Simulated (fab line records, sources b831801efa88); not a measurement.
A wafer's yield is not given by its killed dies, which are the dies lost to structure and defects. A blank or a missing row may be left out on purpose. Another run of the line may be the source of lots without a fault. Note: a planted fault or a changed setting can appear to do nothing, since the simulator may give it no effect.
2 desks, one fault :: flow sky130 :: each desk holds nothing but its own numbers, with what lay behind them at the end

== THE METROLOGY DESK ==
Means of the sampled wafers that have a number, per lot and without regard to the tool the lot ran on: this is what the gauges read. If a lot's mean is further than 4 standard deviations from the usual mean, the lot is out of limits and carries the mark OUT (the distance appears in the brackets). Only the readings that lie furthest out on some lot appear, 7 of the 8 it has.
Columns: A = LDD_HVP_TW at SKY_LDD_HVP_TW_MEAS_10, usual 459; B = LDD_LDN_OVL at SKY_LDD_LDN_OVL_MEAS_07, usual 1.5 nm; C = LDD_LDN_TW at SKY_LDD_LDN_TW_MEAS_13, usual 1479; D = SPACER_CVD_00_THK at SKY_SPACER_THK_MEAS_01, usual 43.1 nm; E = cd-nm at SKY_POLY_CUT_CD_MEAS_08, usual 270.2 nm; F = POLY_CUT_OVL at SKY_POLY_CUT_OVL_MEAS_09, usual -3 nm; G = cd-nm at SKY_SD_P_CD_MEAS_07, usual 380 nm
lot: L313
first seen here: day 21 22:40
A: 462
B: 1.8
C: 1497
D: 43.7
E: 271.6
F: -3
G: 381

lot: L314
first seen here: day 21 23:20
A: 459
B: 1.9
C: 1480
D: 43.0
E: 270.2
F: 3
G: 376

lot: L319
first seen here: day 24 05:03
A: 461
B: 2.0
C: 1475
D: 42.7
E: 271.2
F: -3
G: 384

lot: L321
first seen here: day 24 18:18
A: 464
B: 0.2
C: 1479
D: 43.0
E: 269.1
F: -2
G: 384

lot: L322
first seen here: day 25 02:45
A: 462
B: 0.5
C: 1469
D: 43.5
E: 272.7
F: -13
G: 377

lot: L334
first seen here: day 29 06:36
A: 458
B: 2.5
C: 1467
D: 43.2
E: 271.3
F: -2
G: 378
Result from this desk: across the 6 lots, nothing is out of limits.

== TOOL OWNER'S DESK, implanter-01 ==
SKY_LDD_LDN_IMPLANT_11, tool's own readings: per-lot mean of the sampled wafers with a number, covering each lot this tool ran. If a lot's mean is further than 4 standard deviations from the usual mean, the lot is out of limits and carries the mark OUT (the distance appears in the brackets).
Columns: A = faraday-current-uA at SKY_LDD_LDN_IMPLANT_11, usual 70.5
lot: L313
first seen here: day 23 05:40
A: 70.8

lot: L319
first seen here: day 25 12:05
A: 70.8

lot: L321
first seen here: day 26 00:03
A: 70.8

lot: L322
first seen here: day 26 08:18
A: 69.3
Result from this desk: across the 4 lots, nothing is out of limits.

== TAKEN TOGETHER ==
At the metrology desk, nothing out of limits was observed.
Nothing out of limits was seen by the tool owner's desk.

== WHAT WAS PUT IN BY THE SIMULATOR ==
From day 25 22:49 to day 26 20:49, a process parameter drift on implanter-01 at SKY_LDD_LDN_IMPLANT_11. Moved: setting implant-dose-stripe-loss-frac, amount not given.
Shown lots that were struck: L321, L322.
